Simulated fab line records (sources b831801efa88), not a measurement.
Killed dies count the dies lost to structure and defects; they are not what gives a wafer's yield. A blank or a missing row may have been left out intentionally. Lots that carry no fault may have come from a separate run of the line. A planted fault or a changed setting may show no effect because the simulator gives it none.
fab line records + flow sky130
record:
- lots: 6
- wafers: 18
- lastDay: 50
route steps=708 shown POLY_GATE@218 PAD_OPEN@708
lots untouched by any fault: they come from a run of this same line in which no faults occurred
startH: hours from the record's first day to the start of the lot's first wafer shown + waitH: time in hours since the lot's previous step + " same as the row above + L1.1+2: several wafers, shown together as one row + - value missing, or start not given + * or withheld: withheld + < > ~ a bound
route shown NAME@n: NAME is a module with steps in the file, n the number in the route of the first one + usual: mean and standard deviation over wafers with no fault + same: alike in all rows + chamber/n: place in a boat + sites: each site's reading + _std_site: standard deviation of those values + _edge_site: inner sites' mean taken away from outer sites' mean + radiusMm: how far each site lies from the wafer's centre + mask NAME#n: copy n + behind: the tool/chamber that last shaped the wafer + hold: why the lot went on hold/how many hours it stayed there/how the hold came to an end + device: which transistor (n, p or np) failed to switch + end of line: at the end of the route, the tests of the same wafers + step lacking rows: just its recipe + killed: the dies lost at the first sort to structure and to defects; this is not the yield of the wafer + map: the dies of a wafer, with x for killed, . for not killed, _ for no die there
set.NAME: the run value of the setting; set.NAME@STEP: its run value at that earlier step + model.NAME: the simulator's own value behind a step, which no gauge read
a table for each step, a row for each wafer; lots at some steps of the route
services: when a tool's chamber went out of use (startH, in hours from the record's first day, below 0 if earlier), for how many hours, and the reason
== steps ==
step: SKY_POLY_GATE_THK_MEAS_04
recipe:
- reads: Si3N4_of_POLY_GATE_CVD_03
usual:
- POLY_GATE_CVD_03_THK: 75.0/0.78
| lot.wafer | tool         | chamber | startH | waitH | POLY_GATE_CVD_03_THK[nm] |
|-----------|--------------|---------|--------|-------|--------------------------|
| L834.3    | filmMetro-02 | -       | 337.00 | 0.0   | 75.7                     |
| L834.4    | "            | -       | "      | "     | 75.0                     |
| L834.5    | "            | -       | "      | "     | 75.8                     |
| L843.1    | filmMetro-03 | -       | 426.84 | 0.0   | 74.2                     |
| L843.3    | "            | -       | "      | "     | 73.9                     |
| L843.6    | "            | -       | "      | "     | 74.5                     |
| L844.1    | filmMetro-04 | -       | 433.09 | 0.0   | 73.3                     |
| L844.2    | "            | -       | "      | "     | 74.5                     |
| L844.3    | "            | -       | "      | "     | 74.7                     |
| L852.1    | filmMetro-03 | -       | 491.84 | 0.0   | 74.7                     |
| L852.2    | "            | -       | "      | "     | 75.3                     |
| L852.3    | "            | -       | "      | "     | 75.7                     |
| L853.2    | filmMetro-03 | -       | 502.50 | 0.0   | 74.6                     |
| L853.3    | "            | -       | "      | "     | 74.8                     |
| L853.6    | "            | -       | "      | "     | 75.3                     |
| L856.1    | filmMetro-04 | -       | 530.34 | 0.0   | 75.0                     |
| L856.3    | "            | -       | "      | "     | 75.4                     |
| L856.5    | "            | -       | "      | "     | 75.1                     |
step: SKY_POLY_GATE_DEHYDRATE_05
recipe:
- tempC: 200
- timeS: 60
step: SKY_POLY_GATE_HMDS_06
recipe:
- primeTimeS: 60
- primeTempC: 120
step: SKY_POLY_GATE_COAT_07
recipe:
- resist: BARC
- tempC: withheld
- timeS: withheld
- spinRpm: 3000
- resistThkNm: 110
step: SKY_POLY_GATE_COAT_08
recipe:
- resist: KrF-thick
- spinRpm: 3000
- resistThkNm: 450
step: SKY_POLY_GATE_SOFTBAKE_09
recipe:
- tempC: 100
- timeS: 90
- resist: KrF-thick
step: SKY_POLY_GATE_EXPOSE_10
recipe:
- maskId: P1M
- na: 0.68
- sourceShape: conventional
- sigmaOuter: 0.6
- targetCdNm: 150
- doseMj: 28
step: SKY_POLY_GATE_PEB_11
recipe:
- pebTempC: withheld
- pebTimeS: withheld
- resist: KrF-thick
step: SKY_POLY_GATE_DEVELOP_12
recipe:
- developTimeS: 60
- resist: KrF-thick
- devTempC: 21
step: SKY_POLY_GATE_CD_MEAS_13
recipe:
- targetCdNm: 150
usual:
- cdNm: 150.0/1.5
| lot.wafer | tool     | chamber | startH | waitH | cdNm  |
|-----------|----------|---------|--------|-------|-------|
| L834.3    | cdSem-02 | -       | 365.26 | -     | 149.2 |
| L834.4    | "        | -       | "      | "     | 150.2 |
| L834.5    | "        | -       | "      | "     | 150.0 |
| L843.1    | cdSem-02 | -       | 457.87 | -     | 150.3 |
| L843.3    | "        | -       | "      | "     | 152.6 |
| L843.6    | "        | -       | "      | "     | 149.5 |
| L844.1    | cdSem-02 | -       | 464.47 | -     | 152.7 |
| L844.2    | "        | -       | "      | "     | 150.6 |
| L844.3    | "        | -       | "      | "     | 151.0 |
| L852.1    | cdSem-02 | -       | 521.99 | -     | 146.2 |
| L852.2    | "        | -       | "      | "     | 146.6 |
| L852.3    | "        | -       | "      | "     | 147.0 |
| L853.2    | cdSem-02 | -       | 533.25 | -     | 150.2 |
| L853.3    | "        | -       | "      | "     | 149.1 |
| L853.6    | "        | -       | "      | "     | 149.7 |
| L856.1    | cdSem-01 | -       | 560.33 | -     | 151.6 |
| L856.3    | "        | -       | "      | "     | 151.1 |
| L856.5    | "        | -       | "      | "     | 151.0 |
step: SKY_POLY_GATE_OVL_MEAS_14
usual:
- POLY_GATE_OVL: 2/4.7
| lot.wafer | tool       | chamber | startH | waitH | POLY_GATE_OVL[nm] |
|-----------|------------|---------|--------|-------|-------------------|
| L834.3    | overlay-02 | -       | 365.35 | 0.1   | 6                 |
| L834.4    | "          | -       | "      | "     | 2                 |
| L834.5    | "          | -       | "      | "     | 3                 |
| L843.1    | overlay-01 | -       | 457.99 | 0.1   | -2                |
| L843.3    | "          | -       | "      | "     | -5                |
| L843.6    | "          | -       | "      | "     | 3                 |
| L844.1    | overlay-01 | -       | 464.59 | 0.1   | -1                |
| L844.2    | "          | -       | "      | "     | 3                 |
| L844.3    | "          | -       | "      | "     | -4                |
| L852.1    | overlay-02 | -       | 522.11 | 0.1   | -4                |
| L852.2    | "          | -       | "      | "     | 2                 |
| L852.3    | "          | -       | "      | "     | 2                 |
| L853.2    | overlay-01 | -       | 533.35 | 0.1   | 4                 |
| L853.3    | "          | -       | "      | "     | 6                 |
| L853.6    | "          | -       | "      | "     | 8                 |
| L856.1    | overlay-01 | -       | 560.45 | 0.1   | 1                 |
| L856.3    | "          | -       | "      | "     | 3                 |
| L856.5    | "          | -       | "      | "     | 0                 |
step: SKY_POLY_GATE_ETCH_15
recipe:
- chemistry: N2/H2
- target: BARC
- ionEnergyEv: 200
- sourceW: 500
- biasW: 100
- pressureMtorr: 30
- n2FlowSccm: 100
- h2FlowSccm: 200
- stopOn: SiO2
- timeS: 118.5
- targetDepthA: 1100
usual:
- biasW: 100.0/0.33
- drypumpMotorCurrentA: 5.6/0.46
- n2FlowSccm: 100.00/0.3
- oesProductAu: 0.715/0.0048
- throttleValvePct: 13.212/0.0088
| lot.wafer | tool       | chamber | startH | waitH | biasW | drypumpMotorCurrentA | n2FlowSccm | oesProductAu | rfHoursCounterH | throttleValvePct |
|-----------|------------|---------|--------|-------|-------|----------------------|------------|--------------|-----------------|------------------|
| L834.3    | rieDiel-04 | 0       | 365.38 | 0.0   | 99.8  | 5.1                  | 100.55     | 0.712        | 54              | 13.210           |
| L834.4    | "          | 2       | "      | "     | 99.8  | 5.2                  | 99.52      | 0.714        | 4               | 13.216           |
| L834.5    | "          | 3       | "      | "     | 99.7  | 5.3                  | 100.10     | 0.717        | -               | 13.199           |
| L843.1    | rieDiel-01 | 2       | 458.03 | 0.0   | 99.4  | 6.8                  | 100.12     | 0.717        | 6               | 13.233           |
| L843.3    | "          | 0       | "      | "     | 100.6 | 5.5                  | 99.79      | 0.714        | 79              | 13.221           |
| L843.6    | "          | 3       | "      | "     | 100.3 | 5.5                  | 99.96      | 0.723        | -               | 13.215           |
| L844.1    | rieDiel-01 | 2       | 464.63 | 0.0   | 99.8  | 6.8                  | 99.93      | 0.718        | 6               | 13.206           |
| L844.2    | "          | 0       | "      | "     | 100.1 | 5.5                  | 100.18     | 0.718        | 80              | 13.199           |
| L844.3    | "          | 3       | "      | "     | 100.1 | 5.5                  | 100.00     | 0.732        | 74              | 13.207           |
| L852.1    | rieDiel-01 | 2       | 522.14 | 0.0   | 100.1 | 6.7                  | 99.92      | 0.716        | 7               | 13.208           |
| L852.2    | "          | 1       | "      | "     | 99.7  | 5.2                  | 99.94      | 0.712        | 4               | 13.203           |
| L852.3    | "          | 3       | "      | "     | 100.7 | 5.5                  | 100.12     | 0.711        | 74              | 13.191           |
| L853.2    | rieDiel-04 | 3       | 533.38 | 0.0   | 100.2 | 5.4                  | 100.09     | 0.717        | 45              | 13.216           |
| L853.3    | "          | 1       | "      | "     | 99.6  | 5.8                  | 99.88      | 0.715        | 15              | 13.211           |
| L853.6    | "          | 2       | "      | "     | 100.3 | 5.2                  | 99.64      | 0.711        | -               | 13.194           |
| L856.1    | rieDiel-01 | 1       | 560.48 | 0.0   | 100.0 | 5.3                  | 100.15     | 0.714        | 5               | 13.212           |
| L856.3    | "          | 3       | "      | "     | 99.8  | 5.5                  | 99.69      | 0.721        | 75              | 13.203           |
| L856.5    | "          | 3       | "      | "     | 99.8  | 5.5                  | 99.86      | 0.723        | -               | 13.200           |
step: SKY_POLY_GATE_ETCH_16
recipe:
- stopOn: poly-Si
- chemistry: CH3F/O2
- target: Si3N4
- sourceW: 400
- biasW: 80
- pressureMtorr: 25
- ch3fFlowSccm: 40
- O2_flow_sccm: 30
- timeS: 147.5
- targetDepthA: 750
usual:
- biasW: 80.00/0.27
- drypumpMotorCurrentA: 5.6/0.47
- oesProductAu: 0.641/0.0055
- throttleValvePct: 10.535/0.0088
| lot.wafer | tool       | chamber | startH | waitH | biasW  | drypumpMotorCurrentA | oesProductAu | rfHoursCounterH | throttleValvePct | model.KrF-thick_of_POLY_GATE_COAT_08.thkNm | model.poly-Si_of_POLY_GATE_CVD_00.thkNm |
|-----------|------------|---------|--------|-------|--------|----------------------|--------------|-----------------|------------------|--------------------------------------------|-----------------------------------------|
| L834.3    | rieDiel-04 | 0       | 365.46 | 0.0   | 79.75  | 5.1                  | 0.647        | 54              | 10.539           | 231.6                                      | 178.6                                   |
| L834.4    | "          | 2       | "      | "     | 80.12  | 5.2                  | 0.644        | 4               | 10.534           | 232.6                                      | 176.6                                   |
| L834.5    | "          | 3       | "      | "     | 79.83  | 5.3                  | 0.651        | -               | 10.530           | 236.5                                      | 179                                     |
| L843.1    | rieDiel-01 | 2       | 458.11 | 0.0   | 100.38 | 6.8                  | 0.641        | 6               | 10.537           | 226.2                                      | 175.3                                   |
| L843.3    | "          | 0       | "      | "     | 100.09 | 5.5                  | 0.637        | 79              | 10.535           | 228                                        | 176.5                                   |
| L843.6    | "          | 0       | "      | "     | 100.18 | 5.4                  | 0.643        | -               | 10.539           | 226.2                                      | 175.5                                   |
| L844.1    | rieDiel-01 | 2       | 464.71 | 0.0   | 100.95 | 6.7                  | 0.633        | 6               | 10.532           | 223.3                                      | 174.9                                   |
| L844.2    | "          | 0       | "      | "     | 100.31 | 5.4                  | 0.636        | 80              | 10.545           | 224.1                                      | 176.2                                   |
| L844.3    | "          | 3       | "      | "     | 100.27 | 5.5                  | 0.647        | 74              | 10.531           | 222.8                                      | 176                                     |
| L852.1    | rieDiel-01 | 2       | 522.23 | 0.0   | 80.09  | 6.8                  | 0.640        | 7               | 10.535           | 232.7                                      | 181.7                                   |
| L852.2    | "          | 1       | "      | "     | 80.45  | 5.3                  | 0.641        | 4               | 10.526           | 234.8                                      | 182.1                                   |
| L852.3    | "          | 3       | "      | "     | 79.92  | 5.5                  | 0.653        | 74              | 10.526           | 233.3                                      | 181.8                                   |
| L853.2    | rieDiel-04 | 3       | 533.47 | 0.0   | 80.22  | 5.4                  | 0.640        | 45              | 10.530           | 237.3                                      | 177.2                                   |
| L853.3    | "          | 1       | "      | "     | 80.29  | 5.8                  | 0.651        | 15              | 10.532           | 234.3                                      | 176.5                                   |
| L853.6    | "          | 2       | "      | "     | 79.66  | 5.2                  | 0.648        | -               | 10.535           | 236.7                                      | 177.9                                   |
| L856.1    | rieDiel-01 | 1       | 560.57 | 0.0   | 80.31  | 5.2                  | 0.644        | 5               | 10.532           | 235.8                                      | 179.5                                   |
| L856.3    | "          | 3       | "      | "     | 80.10  | 5.5                  | 0.637        | 75              | 10.531           | 231.7                                      | 181.1                                   |
| L856.5    | "          | 3       | "      | "     | 80.04  | 5.5                  | 0.642        | -               | 10.542           | 233.8                                      | 179.5                                   |
step: SKY_POLY_GATE_ETCH_17
recipe:
- targetDepthNm: 180
- stopOn: SiO2
- overEtchFrac: 0.56667
- chemistry: HBr/Cl2
- target: poly-Si
- icpW: 400
- biasW: 100
- pressureMtorr: 10
- HBr_flow_sccm: 150
- Cl2_flow_sccm: 50
- timeS: 70.5
usual:
- biasW: 100.00/0.28
- drypumpMotorCurrentA: 5.9/0.54
- oesProductAu: 0.984/0.0066
- throttleValvePct: 33.684/0.0095
| lot.wafer | tool     | chamber | startH | waitH | biasW  | drypumpMotorCurrentA | oesProductAu | rfHoursCounterH | throttleValvePct | model.KrF-thick_of_POLY_GATE_COAT_08.thkNm |
|-----------|----------|---------|--------|-------|--------|----------------------|--------------|-----------------|------------------|--------------------------------------------|
| L834.3    | rieSi-01 | 3       | 365.56 | 0.0   | 99.79  | 5.7                  | 0.979        | 76              | 33.690           | 139                                        |
| L834.4    | "        | 1       | "      | "     | 99.61  | 5.5                  | 0.978        | 24              | 33.684           | 139.7                                      |
| L834.5    | "        | 1       | "      | "     | 100.02 | 5.5                  | 0.989        | -               | 33.690           | 143.7                                      |
| L843.1    | rieSi-02 | 2       | 458.21 | 0.0   | 100.42 | 6.4                  | 0.967        | 6               | 33.675           | 132.4                                      |
| L843.3    | "        | 0       | "      | "     | 100.15 | 6.6                  | 0.987        | 2               | 33.688           | 133.4                                      |
| L843.6    | "        | 3       | "      | "     | 100.03 | 5.6                  | 0.982        | -               | 33.686           | 129.7                                      |
| L844.1    | rieSi-02 | 0       | 464.81 | 0.0   | 99.86  | 6.6                  | 0.968        | 2               | 33.697           | 129                                        |
| L844.2    | "        | 3       | "      | "     | 99.77  | 5.6                  | 0.981        | 4               | 33.682           | 127.9                                      |
| L844.3    | "        | 1       | "      | "     | 99.91  | 5.2                  | 0.982        | 6               | 33.692           | 128                                        |
| L852.1    | rieSi-01 | 2       | 522.33 | 0.0   | 100.11 | 6.5                  | 0.984        | 2               | 33.693           | 139.2                                      |
| L852.2    | "        | 0       | "      | "     | 100.07 | 5.2                  | 0.989        | 16              | 33.694           | 141                                        |
| L852.3    | "        | 1       | "      | "     | 99.87  | 5.5                  | 0.982        | 25              | 33.694           | 140.9                                      |
| L853.2    | rieSi-02 | 2       | 533.56 | 0.0   | 100.53 | 6.4                  | 0.987        | 6               | 33.681           | 143.1                                      |
| L853.3    | "        | 0       | "      | "     | 100.41 | 6.6                  | 0.973        | 2               | 33.702           | 140.8                                      |
| L853.6    | "        | 0       | "      | "     | 100.17 | 6.6                  | 0.979        | -               | 33.697           | 142.7                                      |
| L856.1    | rieSi-01 | 3       | 560.66 | 0.0   | 99.96  | 5.7                  | 0.988        | 1               | 33.699           | 140.2                                      |
| L856.3    | "        | 1       | "      | "     | 100.05 | 5.5                  | 0.984        | 25              | 33.693           | 139.1                                      |
| L856.5    | "        | 3       | "      | "     | 100.03 | 5.8                  | 0.997        | -               | 33.674           | 138.1                                      |
step: SKY_POLY_GATE_STRIP_18
recipe:
- chemistry: O2/N2
- powerW: 1400
- pressureMtorr: 1500
- platenTempC: withheld
- o2FlowSccm: 3000
- n2FlowSccm: 300
- overashFraction: 0.5
usual:
- drypumpMotorCurrentA: 5.8/0.31
- n2FlowSccm: 299.9/0.87
- oesProductAu: 0.360/0.0052
- stripTimeToEndpointS: 3.161/0.028
| lot.wafer | tool           | chamber | startH | waitH | drypumpMotorCurrentA | n2FlowSccm | oesProductAu | rfHoursCounterH | stripTimeToEndpointS |
|-----------|----------------|---------|--------|-------|----------------------|------------|--------------|-----------------|----------------------|
| L834.3    | plasmaAsher-01 | 1       | 365.65 | 0.1   | 5.9                  | 299.3      | 0.362        | -               | 3.145                |
| L834.4    | "              | 0       | "      | "     | 5.8                  | 299.1      | 0.366        | -               | 3.164                |
| L834.5    | "              | 0       | "      | "     | 5.9                  | 298.0      | 0.361        | -               | 3.211                |
| L843.1    | plasmaAsher-04 | 1       | 458.26 | 0.0   | 6.0                  | 298.9      | 0.360        | 2               | 3.057                |
| L843.3    | "              | 1       | "      | "     | 6.0                  | 300.5      | 0.357        | -               | 3.094                |
| L843.6    | "              | 1       | "      | "     | 6.0                  | 299.4      | 0.355        | -               | 3.057                |
| L844.1    | plasmaAsher-01 | 1       | 464.86 | 0.0   | 5.9                  | 299.3      | 0.359        | 72              | 3.043                |
| L844.2    | "              | 0       | "      | "     | 5.8                  | 300.7      | 0.365        | 72              | 3.055                |
| L844.3    | "              | 1       | "      | "     | 5.9                  | 299.6      | 0.354        | -               | 3.047                |
| L852.1    | plasmaAsher-01 | 0       | 522.38 | 0.0   | 5.9                  | 298.4      | 0.364        | 79              | 3.157                |
| L852.2    | "              | 1       | "      | "     | 5.9                  | 299.6      | 0.361        | 79              | 3.182                |
| L852.3    | "              | 1       | "      | "     | 5.9                  | 300.7      | 0.364        | -               | 3.170                |
| L853.2    | plasmaAsher-01 | 0       | 533.62 | 0.0   | 5.9                  | 300.1      | 0.363        | 80              | 3.211                |
| L853.3    | "              | 0       | "      | "     | 5.8                  | 300.5      | 0.360        | -               | 3.187                |
| L853.6    | "              | 0       | "      | "     | 5.9                  | 300.6      | 0.354        | -               | 3.203                |
| L856.1    | plasmaAsher-01 | 0       | 560.72 | 0.0   | 5.9                  | 300.6      | 0.365        | 83              | 3.153                |
| L856.3    | "              | 1       | "      | "     | 5.9                  | 299.5      | 0.353        | -               | 3.159                |
| L856.5    | "              | 0       | "      | "     | 5.8                  | 301.1      | 0.358        | -               | 3.144                |
step: SKY_POLY_GATE_CLEAN_19
recipe:
- chemistry: SC1/SC2
- mix: 1:4:20
- tempC: 70
- timeS: 150
- dry: n2Spin
step: SKY_PAD_OPEN_PROBE_99
usual:
- killed_at_M0_to_M3: 44/7.7
- killed_at_M4_up: 3.2/1.7
- killedAtContacts: 24/5.3
- killedAtFrontEnd: 15/4.3
- killedAtOther: 0.3/0.57
- killedDies: 87/11
- killedOpen: 47/7.4
- killedShort: 40/6.5
same:
- grossDies: 492
- killedAtBackSide: 0
| lot.wafer | tool      | chamber | startH  | waitH | killed_at_M0_to_M3 | killed_at_M4_up | killedAtContacts | killedAtFrontEnd | killedAtOther | killedDies | killedOpen | killedShort |
|-----------|-----------|---------|---------|-------|--------------------|-----------------|------------------|------------------|---------------|------------|------------|-------------|
| L834.3    | prober-02 | -       | 1068.75 | 0.2   | 43                 | 3               | 24               | 14               | 1             | 85         | 48         | 37          |
| L834.4    | prober-02 | -       | 1068.80 | 0.2   | 45                 | 4               | 22               | 10               | 0             | 81         | 45         | 36          |
| L834.5    | prober-02 | -       | 1068.85 | 0.2   | 47                 | 6               | 25               | 14               | 1             | 93         | 46         | 47          |
| L843.1    | prober-01 | -       | 1133.60 | 0.1   | 45                 | 5               | 18               | 11               | 0             | 79         | 39         | 40          |
| L843.3    | prober-01 | -       | 1133.70 | 0.2   | 52                 | 5               | 24               | 12               | 0             | 93         | 52         | 41          |
| L843.6    | prober-01 | -       | 1133.85 | 0.2   | 45                 | 5               | 20               | 8                | 0             | 78         | 44         | 33          |
| L844.1    | prober-02 | -       | 1138.82 | 0.1   | 53                 | 4               | 25               | 16               | 0             | 98         | 60         | 38          |
| L844.2    | prober-02 | -       | 1138.87 | 0.1   | 59                 | 1               | 20               | 4                | 0             | 84         | 47         | 37          |
| L844.3    | prober-02 | -       | 1138.92 | 0.2   | 40                 | 1               | 30               | 13               | 1             | 85         | 42         | 42          |
| L852.1    | prober-02 | -       | 1172.10 | 0.1   | 54                 | 3               | 18               | 13               | 2             | 90         | 46         | 44          |
| L852.2    | prober-02 | -       | 1172.15 | 0.1   | 39                 | 7               | 21               | 20               | 0             | 87         | 44         | 43          |
| L852.3    | prober-02 | -       | 1172.20 | 0.2   | 55                 | 3               | 22               | 16               | 0             | 96         | 53         | 43          |
| L853.2    | prober-01 | -       | 1179.60 | 0.1   | 41                 | 0               | 37               | 21               | 0             | 99         | 59         | 40          |
| L853.3    | prober-01 | -       | 1179.65 | 0.2   | 43                 | 4               | 30               | 14               | 0             | 91         | 45         | 46          |
| L853.6    | prober-01 | -       | 1179.80 | 0.2   | 43                 | 6               | 23               | 21               | 0             | 93         | 57         | 36          |
| L856.1    | prober-02 | -       | 1191.10 | 0.1   | 62                 | 4               | 33               | 12               | 1             | 112        | 65         | 47          |
| L856.3    | prober-02 | -       | 1191.20 | 0.2   | 42                 | 2               | 18               | 22               | 0             | 84         | 46         | 38          |
| L856.5    | prober-02 | -       | 1191.30 | 0.2   | 54                 | 1               | 29               | 20               | 0             | 104        | 62         | 41          |
killed by level:class
L834.3 CONTACT:geometricParticle:open=13 VIA1:geometricParticle:open=12 VIA1:geometricParticle:short=10 VIA2:geometricParticle:open=7 POLY_GATE:geometricParticle:open=5 CONTACT:geometricParticle:short=5 FIELD_ISO:geometricParticle:open=4 FIELD_ISO:geometricParticle:short=3
L834.4 LI_CONTACT:geometricParticle:open=10 VIA1:geometricParticle:open=10 VIA3:geometricParticle:open=7 VIA1:geometricParticle:short=5 POLY_GATE:geometricParticle:open=4 VIA2:geometricParticle:open=4 LI_CONTACT:geometricParticle:short=4 CONTACT:geometricParticle:open=4
L834.5 VIA1:geometricParticle:open=15 LI_CONTACT:geometricParticle:open=8 VIA1:geometricParticle:short=8 CONTACT:geometricParticle:open=6 VIA2:geometricParticle:open=6 METAL4:geometricParticle:short=6 POLY_GATE:geometricParticle:short=5 METAL1:geometricParticle:short=5
L843.1 VIA1:geometricParticle:short=8 VIA1:geometricParticle:open=8 LI_CONTACT:geometricParticle:open=6 VIA2:geometricParticle:open=6 CONTACT:geometricParticle:open=4 LI_CONTACT:geometricParticle:short=4 VIA2:geometricParticle:short=4 VIA3:geometricParticle:open=4
L843.3 VIA2:geometricParticle:open=10 CONTACT:geometricParticle:open=9 VIA1:geometricParticle:open=9 METAL1:geometricParticle:short=8 METAL2:geometricParticle:short=7 LI_CONTACT:geometricParticle:open=6 POLY_GATE:geometricParticle:short=4 CONTACT:geometricParticle:short=4
L843.6 VIA1:geometricParticle:open=14 VIA3:geometricParticle:open=9 METAL2:geometricParticle:short=6 LI_CONTACT:geometricParticle:open=5 METAL1:geometricParticle:short=5 CONTACT:geometricParticle:open=5 VIA2:geometricParticle:open=5 CONTACT:geometricParticle:short=4
L844.1 VIA1:geometricParticle:open=14 LI_CONTACT:geometricParticle:open=12 METAL1:geometricParticle:short=9 CONTACT:geometricParticle:open=8 VIA1:geometricParticle:short=7 VIA3:geometricParticle:open=6 METAL1:geometricParticle:open=5 FIELD_ISO:geometricParticle:short=4
L844.2 VIA1:geometricParticle:open=16 CONTACT:geometricParticle:open=8 VIA2:geometricParticle:open=8 METAL1:geometricParticle:short=7 VIA1:geometricParticle:short=7 VIA3:geometricParticle:open=7 VIA2:geometricParticle:short=6 LOCAL_INTERCONNECT:geometricParticle:short=4
L844.3 CONTACT:geometricParticle:open=10 LI_CONTACT:geometricParticle:open=8 VIA2:geometricParticle:open=7 VIA1:geometricParticle:short=7 METAL2:geometricParticle:short=6 VIA1:geometricParticle:open=5 FIELD_ISO:geometricParticle:short=4 LOCAL_INTERCONNECT:geometricParticle:short=4
L852.1 VIA1:geometricParticle:open=16 METAL2:geometricParticle:short=8 VIA2:geometricParticle:open=8 VIA3:geometricParticle:short=6 LI_CONTACT:geometricParticle:open=5 LI_CONTACT:geometricParticle:short=4 CONTACT:geometricParticle:open=4 VIA1:geometricParticle:short=4
L852.2 VIA1:geometricParticle:open=10 CONTACT:geometricParticle:open=7 FIELD_ISO:geometricParticle:open=6 METAL4:geometricParticle:short=6 FIELD_ISO:geometricParticle:short=5 POLY_GATE:geometricParticle:open=5 CONTACT:geometricParticle:short=5 METAL1:geometricParticle:short=5
L852.3 VIA1:geometricParticle:open=12 LOCAL_INTERCONNECT:geometricParticle:short=8 VIA2:geometricParticle:open=8 METAL1:geometricParticle:short=7 VIA3:geometricParticle:open=7 VIA1:geometricParticle:short=6 LI_CONTACT:geometricParticle:open=5 METAL1:geometricParticle:open=5
L853.2 CONTACT:geometricParticle:open=16 VIA3:geometricParticle:open=11 CONTACT:geometricParticle:short=7 VIA2:geometricParticle:open=7 METAL2:geometricParticle:short=7 METAL1:geometricParticle:short=6 POLY_GATE:geometricParticle:open=5 VIA1:geometricParticle:open=5
L853.3 CONTACT:geometricParticle:open=12 METAL3:geometricParticle:short=8 LI_CONTACT:geometricParticle:open=7 VIA1:geometricParticle:short=7 VIA1:geometricParticle:open=6 VIA3:geometricParticle:open=6 VIA2:geometricParticle:open=5 CONTACT:geometricParticle:short=5
L853.6 VIA2:geometricParticle:open=9 CONTACT:geometricParticle:open=9 LI_CONTACT:geometricParticle:open=8 VIA3:geometricParticle:open=6 FIELD_ISO:geometricParticle:open=5 VIA1:geometricParticle:open=5 METAL2:geometricParticle:short=5 POLY_GATE:geometricParticle:open=4
L856.1 VIA1:geometricParticle:open=13 CONTACT:geometricParticle:open=13 VIA3:geometricParticle:open=11 METAL2:geometricParticle:short=10 VIA1:geometricParticle:short=8 LI_CONTACT:geometricParticle:open=7 METAL1:geometricParticle:short=7 VIA2:geometricParticle:open=6
L856.3 VIA1:geometricParticle:open=11 FIELD_ISO:geometricParticle:short=10 CONTACT:geometricParticle:open=7 LI_CONTACT:geometricParticle:open=6 VIA1:geometricParticle:short=6 POLY_GATE:geometricParticle:open=5 VIA2:geometricParticle:short=5 VIA3:geometricParticle:open=5
L856.5 VIA1:geometricParticle:open=17 VIA3:geometricParticle:open=14 CONTACT:geometricParticle:short=9 CONTACT:geometricParticle:open=8 POLY_GATE:geometricParticle:short=7 LI_CONTACT:geometricParticle:open=7 POLY_GATE:geometricParticle:open=5 METAL1:geometricParticle:short=5
== services ==
| tool           | chamber | startH | hours | kind          |
|----------------|---------|--------|-------|---------------|
| rieSi-01       | 0       | 344.79 | 2.3   | repair        |
| rieDiel-01     | 3       | 393.98 | 3.1   | repair        |
| rieSi-01       | 3       | 405.51 | -     | clean         |
| rieSi-01       | 3       | 405.51 | 24.3  | scheduledDown |
| rieSi-01       | 3       | 405.51 | 24.3  | ventCycle     |
| rieDiel-01     | 3       | 412.64 | 2.4   | repair        |
| rieSi-02       | 0       | 419.94 | 3.7   | repair        |
| plasmaAsher-04 | -       | 421.25 | 9.0   | pm            |
| plasmaAsher-04 | 0       | 421.25 | 9.0   | ventCycle     |
| plasmaAsher-04 | 1       | 421.25 | 9.0   | ventCycle     |
| plasmaAsher-04 | 0       | 430.25 | -     | clean         |
| plasmaAsher-04 | 1       | 430.25 | -     | clean         |
| plasmaAsher-01 | -       | 445.00 | 2.0   | repair        |
| rieDiel-01     | 1       | 458.08 | 7.6   | repair        |
| rieDiel-01     | -       | 466.31 | 31.5  | repair        |
| rieDiel-04     | 3       | 496.25 | 3.6   | repair        |
| rieDiel-04     | 1       | 513.51 | 2.3   | repair        |
| rieDiel-04     | 2       | 515.70 | 14.8  | repair        |
| rieSi-01       | 1       | 522.98 | 11.6  | repair        |
| rieDiel-01     | 3       | 526.91 | 4.8   | repair        |
| rieSi-02       | -       | 541.96 | 1.1   | repair        |
== key ==
firstSign:
- step: SKY_POLY_GATE_ETCH_16
- reading: biasW
- direction: up
- sigmas: 76
- usual: 80.00
- struck: 100.36
effect:
- step: SKY_POLY_GATE_STRIP_18
- reading: stripTimeToEndpointS
- direction: down
- sigmas: 3.7
- usual: *
- struck: *
modelEffect:
- step: SKY_POLY_GATE_ETCH_16
- value: KrF-thick_of_POLY_GATE_COAT_08.thkNm
- without: 234.7
- struck: 225.1
modelEffect:
- step: SKY_POLY_GATE_ETCH_17
- value: KrF-thick_of_POLY_GATE_COAT_08.thkNm
- without: 139.7
- struck: 130.1
metAt SKY_POLY_GATE_ETCH_16
struckWafers L843.1,L843.3,L843.6,L844.1,L844.2,L844.3
testerLeftOut L843,L844
fault:
- kind: processParameterDrift
- tool: rieDiel-01
- chamber: -
- onsetH: 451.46
- steps: SKY_POLY_GATE_ETCH_16
- channel: biasW
- offset: 20.278
- shape: step
- endH: 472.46
- actsIn: theseRecipesOnly
- stated: 80
testerLeftOut: of these lots the tester's yield and bins aren't shown, on N5 and GAA mostly nor the transistor test; their killed dies are dies lost to structure and defects alone, not to doping, threshold or leakage, so they don't give the yield
